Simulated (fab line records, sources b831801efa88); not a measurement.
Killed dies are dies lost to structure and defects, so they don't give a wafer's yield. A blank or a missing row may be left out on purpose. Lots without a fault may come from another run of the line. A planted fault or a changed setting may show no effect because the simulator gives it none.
fab line records | flow sky130
record lots=7 wafers=21 last_day=50
route steps=708 shown DNWELL@37 PWDE@45 PAD_OPEN@708
lots that met no fault: from a run of the same line without faults
start_h: hours from the record's first day to the start of the lot's first wafer shown | wait_h: hours since the lot's step before | " the same as in the row above | L1.1+2: a row that stands for several wafers | - no value, or no start given | * or withheld: withheld | < > ~ a bound
route shown NAME@n: a module of which the file shows steps, and the number in the route of the first | usual: mean/standard deviation of fault-free wafers | same: alike in all rows | chamber/n: place in a boat | sites: the reading at each site | _std_site: their standard deviation | _edge_site: outer sites' mean less inner sites' | radius_mm: how far each site lies from the wafer's centre | mask NAME#n: copy n | behind: the tool/chamber that last shaped the wafer | hold: why the lot was held/for how many hours/how that ended | device: the transistor (n, p or np) that didn't switch | end of line: the same wafers' tests at the end of the route | a step without rows: its recipe alone | killed: dies lost to structure and defects at the first sort, not the wafer's yield | map: a wafer's dies, x killed, . not, _ none there
set.NAME: the setting as run; set.NAME@STEP: as run at that earlier step | model.NAME: the simulator's own value behind a step, which no gauge read
lots at some steps of the route; a table a step, a row a wafer
services: from which hour (start_h, from the record's first day; less than 0 if before it) a tool's chamber was out of use, for how many hours, and why
## steps
# step SKY_DNWELL_COAT_02
# recipe spin_rpm=2000 resist_thk_nm=3000
# step SKY_DNWELL_SOFTBAKE_03
# recipe temp_c=110 time_s=withheld
# step SKY_DNWELL_EXPOSE_04
# recipe mask_id=DNM na=0.57 target_cd_nm=3000 dose_mj=222
# step SKY_DNWELL_PEB_05
# recipe temp_c=115 time_s=withheld
# step SKY_DNWELL_DEVELOP_06
# recipe wall_angle_deg=90 developer=TMAH develop_time_s=60 dev_temp_c=23
# step SKY_DNWELL_IMPLANT_07
# recipe species=P energy_kev=withheld dose_cm2=withheld tilt_deg=withheld
# step SKY_DNWELL_STRIP_08
# recipe chemistry=O2/N2 power_w=1400 pressure_mtorr=1500 platen_temp_c=withheld o2_flow_sccm=3000 n2_flow_sccm=300 overash_fraction=0.5
# usual drypump_motor_current_A=5.6/0.43 oes_product_au=0.722/0.0045 strip_time_to_endpoint_s=36.91/0.079
# columns lot.wafer tool chamber start_h wait_h drypump_motor_current_A oes_product_au rf_hours_counter_h strip_time_to_endpoint_s
L766.2 plasma_asher-02 0 64.50 0.1 5.3 0.721 29 37.02
L766.5 " 0 " " 5.3 0.727 - 36.98
L766.6 " 1 " " 6.4 0.717 - 36.87
L771.3 plasma_asher-02 0 96.05 0.1 5.3 0.729 - 36.97
L771.4 " 1 " " 6.4 0.725 - 36.98
L771.5 " 0 " " 5.3 0.721 - 37.13
L773.1 plasma_asher-02 0 100.78 0.1 5.3 0.718 32 36.85
L773.2 " 1 " " 6.3 0.727 32 36.80
L773.6 " 0 " " 5.4 0.718 - 36.85
L776.1 plasma_asher-01 1 119.90 0.1 6.1 0.718 45 36.95
L776.2 " 0 " " 5.3 0.715 45 36.97
L776.5 " 1 " " 6.1 0.721 - 36.86
L779.1 plasma_asher-01 1 140.00 0.1 6.1 0.718 46 36.96
L779.2 " 0 " " 5.3 0.722 46 37.01
L779.6 " 0 " " 5.3 0.720 - 36.96
L786.2 plasma_asher-03 1 174.58 0.1 5.1 0.731 5 36.84
L786.3 " 1 " " 5.1 0.718 - 36.78
L786.4 " 0 " " 5.6 0.725 - 36.89
L787.1 plasma_asher-01 1 180.05 0.1 6.1 0.726 50 36.93
L787.2 " 0 " " 5.4 0.725 50 36.94
L787.5 " 1 " " 6.1 0.717 - 36.95
# step SKY_DNWELL_TW_MEAS_09
# usual DNWELL_TW=1105/16
# columns lot.wafer tool chamber start_h wait_h DNWELL_TW
L766.2 film_metro-01 - 64.61 0.1 1095
L766.5 " - " " 1098
L766.6 " - " " 1096
L771.3 film_metro-03 - 96.14 0.1 1116
L771.4 " - " " 1120
L771.5 " - " " 1117
L773.1 film_metro-01 - 100.88 0.1 1087
L773.2 " - " " 1095
L773.6 " - " " 1093
L776.1 film_metro-01 - 120.00 0.1 1079
L776.2 " - " " 1082
L776.5 " - " " 1078
L779.1 film_metro-03 - 140.10 0.1 1124
L779.2 " - " " 1114
L779.6 " - " " 1124
L786.2 film_metro-04 - 174.69 0.1 1111
L786.3 " - " " 1120
L786.4 " - " " 1121
L787.1 film_metro-03 - 180.15 0.1 1123
L787.2 " - " " 1114
L787.5 " - " " 1116
# step SKY_PWDE_DEHYDRATE_00
# recipe temp_c=200 time_s=60
# step SKY_PWDE_HMDS_01
# recipe prime_time_s=60 prime_temp_c=120
# step SKY_PWDE_COAT_02
# recipe spin_rpm=2000 resist_thk_nm=3000
# step SKY_PWDE_SOFTBAKE_03
# recipe temp_c=110 time_s=withheld
# step SKY_PWDE_EXPOSE_04
# recipe mask_id=PWDEM na=0.6 source_shape=conventional sigma_outer=0.6 polarization=unpolarized target_cd_nm=840 dose_mj=214
# columns lot.wafer tool chamber start_h wait_h mask
L766.2+5+6 iline_stepper-02 0 72.62 - PWDEM#0
L771.3+4+5 iline_stepper-01 0 106.00 - PWDEM#0
L773.1+2+6 iline_stepper-01 0 110.13 - PWDEM#0
L776.1+2+5 iline_stepper-01 0 129.88 - PWDEM#0
L779.1+2+6 iline_stepper-02 0 150.04 - PWDEM#0
L786.2+3+4 iline_stepper-01 0 185.54 - PWDEM#0
L787.1+2+5 iline_stepper-01 0 191.15 - PWDEM#0
# step SKY_PWDE_PEB_05
# recipe temp_c=115 time_s=withheld
# step SKY_PWDE_DEVELOP_06
# recipe wall_angle_deg=90 developer=TMAH develop_time_s=60 dev_temp_c=23
# step SKY_PWDE_OVL_MEAS_07
# usual PWDE_OVL=0.0/1.6
# columns lot.wafer tool chamber start_h wait_h PWDE_OVL[nm]
L766.2 overlay-01 - 79.81 - -0.9
L766.5 " - " " -1.4
L766.6 " - " " -0.3
L771.3 overlay-01 - 113.58 - 6.2
L771.4 " - " " 6.8
L771.5 " - " " 5.6
L773.1 overlay-02 - 117.99 - 11.0
L773.2 " - " " 11.0
L773.6 " - " " 10.6
L776.1 overlay-02 - 139.50 - 7.6
L776.2 " - " " 7.7
L776.5 " - " " 6.6
L779.1 overlay-01 - 158.87 - 0.7
L779.2 " - " " -0.3
L779.6 " - " " 1.8
L786.2 overlay-01 - 195.71 - 0.1
L786.3 " - " " 1.1
L786.4 " - " " 0.0
L787.1 overlay-02 - 200.82 - -1.6
L787.2 " - " " -2.5
L787.5 " - " " -1.1
# step SKY_PWDE_IMPLANT_08
# recipe species=B energy_kev=150 dose_cm2=3.6e+12 tilt_deg=withheld
# step SKY_PAD_OPEN_PROBE_99
# usual killed_at_M0_to_M3=43/7.1 killed_at_M4_up=3.2/1.7 killed_at_contacts=24/5.6 killed_at_front_end=16/5 killed_at_other=0.4/0.68 killed_dies=86/9.3 killed_open=47/7.1 killed_short=39/5.7
# same gross_dies=492 killed_at_back_side=0
# columns lot.wafer tool chamber start_h wait_h killed_at_M0_to_M3 killed_at_M4_up killed_at_contacts killed_at_front_end killed_at_other killed_dies killed_open killed_short
L766.2 prober-01 - 1090.67 0.1 42 3 31 28 0 104 62 42
L766.5 prober-01 - 1090.82 0.2 35 3 18 16 0 72 47 25
L766.6 prober-01 - 1090.87 0.2 50 3 25 23 0 101 52 48
L771.3 prober-02 - 1128.86 0.2 38 2 34 17 1 92 58 34
L771.4 prober-02 - 1128.91 0.2 38 2 22 21 1 84 36 47
L771.5 prober-02 - 1128.96 0.2 54 3 23 13 0 93 51 42
L773.1 prober-02 - 1135.20 0.1 40 2 13 13 1 69 41 27
L773.2 prober-02 - 1135.25 0.1 46 4 12 13 0 75 44 31
L773.6 prober-02 - 1135.45 0.2 51 2 24 12 1 90 52 38
L776.1 prober-01 - 1154.29 0.1 38 8 17 10 0 73 34 39
L776.2 prober-01 - 1154.34 0.1 39 5 36 17 0 97 49 48
L776.5 prober-01 - 1154.49 0.2 55 2 32 13 0 102 61 40
L779.1 prober-01 - 1171.66 0.1 55 2 32 13 1 103 57 45
L779.2 prober-01 - 1171.71 0.1 48 2 28 19 1 98 54 43
L779.6 prober-01 - 1171.91 0.2 42 1 15 24 0 82 49 33
L787.1 prober-01 - 1198.94 0.1 32 8 26 12 1 79 37 42
L787.2 prober-01 - 1198.99 0.1 52 3 29 17 0 101 53 48
L787.5 prober-01 - 1199.14 0.2 37 5 25 18 0 85 51 34
L786.2 prober-02 - 1201.87 0.1 49 2 17 11 0 79 41 38
L786.3 prober-02 - 1201.92 0.2 36 4 19 13 0 72 41 31
L786.4 prober-02 - 1201.97 0.2 34 3 25 18 3 83 45 36
# killed by level:class
L766.2 CONTACT:geometric_particle:open=12 VIA1:geometric_particle:open=11 VIA2:geometric_particle:open=9 POLY_GATE:geometric_particle:open=7 FIELD_ISO:geometric_particle:open=6 VIA3:geometric_particle:open=6 POLY_GATE:geometric_particle:short=5 LI_CONTACT:geometric_particle:short=5
L766.5 VIA1:geometric_particle:open=12 CONTACT:geometric_particle:open=9 POLY_GATE:geometric_particle:short=5 POLY_GATE:geometric_particle:open=5 LI_CONTACT:geometric_particle:open=5 VIA2:geometric_particle:open=5 VIA3:geometric_particle:open=4 FIELD_ISO:geometric_particle:open=3
L766.6 VIA2:geometric_particle:open=15 VIA1:geometric_particle:open=9 CONTACT:geometric_particle:open=7 FIELD_ISO:geometric_particle:open=6 CONTACT:geometric_particle:short=6 POLY_GATE:geometric_particle:short=6 VIA3:geometric_particle:open=6 FIELD_ISO:geometric_particle:short=5
L771.3 CONTACT:geometric_particle:open=12 VIA1:geometric_particle:open=9 VIA2:geometric_particle:open=8 LI_CONTACT:geometric_particle:open=7 CONTACT:geometric_particle:short=7 SPACER:geometric_particle:open=5 POLY_GATE:geometric_particle:open=4 METAL1:geometric_particle:short=4
L771.4 CONTACT:geometric_particle:open=9 CONTACT:geometric_particle:short=7 METAL1:geometric_particle:short=7 METAL2:geometric_particle:short=6 SPACER:geometric_particle:short=5 LI_CONTACT:geometric_particle:open=5 VIA1:geometric_particle:short=5 VIA1:geometric_particle:open=5
L771.5 VIA3:geometric_particle:open=11 VIA1:geometric_particle:open=10 CONTACT:geometric_particle:open=8 VIA2:geometric_particle:open=7 METAL2:geometric_particle:short=6 FIELD_ISO:geometric_particle:short=5 VIA1:geometric_particle:short=5 LI_CONTACT:geometric_particle:short=5
L773.1 VIA2:geometric_particle:open=11 VIA1:geometric_particle:open=7 CONTACT:geometric_particle:open=6 METAL1:geometric_particle:short=5 VIA3:geometric_particle:open=5 CONTACT:geometric_particle:short=4 FIELD_ISO:geometric_particle:short=3 POLY_GATE:geometric_particle:short=3
L773.2 VIA1:geometric_particle:open=12 VIA2:geometric_particle:open=8 LI_CONTACT:geometric_particle:open=5 VIA3:geometric_particle:open=5 VIA3:geometric_particle:short=4 METAL4:geometric_particle:short=4 FIELD_ISO:geometric_particle:short=3 FIELD_ISO:geometric_particle:open=3
L773.6 VIA1:geometric_particle:open=13 LI_CONTACT:geometric_particle:open=11 VIA2:geometric_particle:open=9 METAL1:geometric_particle:short=7 METAL2:geometric_particle:short=7 CONTACT:geometric_particle:open=5 FIELD_ISO:geometric_particle:open=4 POLY_GATE:geometric_particle:short=3
L776.1 CONTACT:geometric_particle:open=6 METAL1:geometric_particle:short=6 VIA1:geometric_particle:short=5 METAL2:geometric_particle:short=5 VIA2:geometric_particle:open=5 POLY_GATE:geometric_particle:open=4 VIA1:geometric_particle:open=4 METAL4:geometric_particle:short=4
L776.2 CONTACT:geometric_particle:open=11 LOCAL_INTERCONNECT:geometric_particle:short=10 VIA1:geometric_particle:open=9 LI_CONTACT:geometric_particle:open=8 VIA2:geometric_particle:open=7 FIELD_ISO:geometric_particle:open=5 METAL2:geometric_particle:short=5 METAL4:geometric_particle:short=5
L776.5 CONTACT:geometric_particle:open=16 VIA1:geometric_particle:open=12 METAL1:geometric_particle:short=9 VIA3:geometric_particle:open=9 METAL2:geometric_particle:short=6 POLY_GATE:geometric_particle:open=5 LI_CONTACT:geometric_particle:open=5 VIA1:geometric_particle:short=5
L779.1 VIA1:geometric_particle:open=15 LI_CONTACT:geometric_particle:open=10 VIA2:geometric_particle:open=9 CONTACT:geometric_particle:open=8 CONTACT:geometric_particle:short=6 METAL1:geometric_particle:short=6 METAL2:geometric_particle:short=5 VIA3:geometric_particle:open=5
L779.2 CONTACT:geometric_particle:open=9 VIA3:geometric_particle:open=9 LOCAL_INTERCONNECT:geometric_particle:short=8 VIA1:geometric_particle:open=8 LI_CONTACT:geometric_particle:open=7 METAL2:geometric_particle:short=7 FIELD_ISO:geometric_particle:open=6 METAL1:geometric_particle:short=5
L779.6 VIA1:geometric_particle:open=11 FIELD_ISO:geometric_particle:short=9 VIA2:geometric_particle:open=9 FIELD_ISO:geometric_particle:open=8 CONTACT:geometric_particle:open=8 VIA2:geometric_particle:short=4 POLY_GATE:geometric_particle:open=3 VIA1:geometric_particle:short=3
L787.1 CONTACT:geometric_particle:open=7 METAL1:geometric_particle:short=6 FIELD_ISO:geometric_particle:open=5 LI_CONTACT:geometric_particle:open=5 LOCAL_INTERCONNECT:geometric_particle:short=5 VIA1:geometric_particle:open=5 METAL2:geometric_particle:short=5 VIA2:geometric_particle:open=5
L787.2 VIA1:geometric_particle:open=12 METAL2:geometric_particle:short=8 LI_CONTACT:geometric_particle:open=7 CONTACT:geometric_particle:open=7 VIA1:geometric_particle:short=6 VIA2:geometric_particle:open=6 FIELD_ISO:geometric_particle:short=5 CONTACT:geometric_particle:short=5
L787.5 LI_CONTACT:geometric_particle:open=14 VIA1:geometric_particle:open=14 FIELD_ISO:geometric_particle:short=6 VIA2:geometric_particle:open=6 METAL3:geometric_particle:short=6 METAL4:geometric_particle:short=5 LI_CONTACT:geometric_particle:short=4 VIA3:geometric_particle:open=4
L786.2 VIA1:geometric_particle:open=13 VIA3:geometric_particle:open=10 CONTACT:geometric_particle:open=6 METAL2:geometric_particle:short=5 LOCAL_INTERCONNECT:geometric_particle:short=4 CONTACT:geometric_particle:short=4 VIA2:geometric_particle:short=4 VIA3:geometric_particle:short=4
L786.3 CONTACT:geometric_particle:open=11 VIA3:geometric_particle:open=8 FIELD_ISO:geometric_particle:short=6 LI_CONTACT:geometric_particle:open=5 VIA1:geometric_particle:open=5 VIA2:geometric_particle:short=5 METAL3:geometric_particle:short=4 METAL4:geometric_particle:short=4
L786.4 FIELD_ISO:geometric_particle:short=8 VIA1:geometric_particle:open=7 CONTACT:geometric_particle:open=7 VIA2:geometric_particle:open=7 LI_CONTACT:geometric_particle:open=6 VIA3:geometric_particle:open=6 LOCAL_INTERCONNECT:geometric_particle:short=4 CONTACT:geometric_particle:short=4
## services
# columns tool chamber start_h hours kind
iline_stepper-01 - 45.92 1.7 pm
iline_stepper-01 0 93.41 - calibration
plasma_asher-03 - 108.84 9.0 pm
plasma_asher-03 0 108.84 9.0 vent_cycle
plasma_asher-03 1 108.84 9.0 vent_cycle
iline_stepper-02 0 112.22 - calibration
plasma_asher-02 - 115.57 2.8 pm
plasma_asher-03 0 117.84 - clean
plasma_asher-03 1 117.84 - clean
iline_stepper-02 - 142.08 1.7 pm
iline_stepper-02 - 167.33 12.6 repair
## key
first_sign step=SKY_PWDE_OVL_MEAS_07 reading=PWDE_OVL direction=up sigmas=5.2 usual=0.0 struck=8.1
effect none on later readings
met_at SKY_PWDE_EXPOSE_04
struck_wafers L771.3,L771.4,L771.5,L773.1,L773.2,L773.6,L776.1,L776.2,L776.5
tester_left_out L771,L773,L776
fault kind=process_parameter_drift tool=iline_stepper-01 chamber=- onset_h=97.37 steps=SKY_PWDE_EXPOSE_04 channel=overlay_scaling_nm offset=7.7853 shape=step end_h=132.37
# tester_left_out: of these lots the tester's yield and bins aren't shown, on N5 and GAA mostly nor the transistor test; their killed dies are dies lost to structure and defects alone, not to doping, threshold or leakage, so they don't give the yield
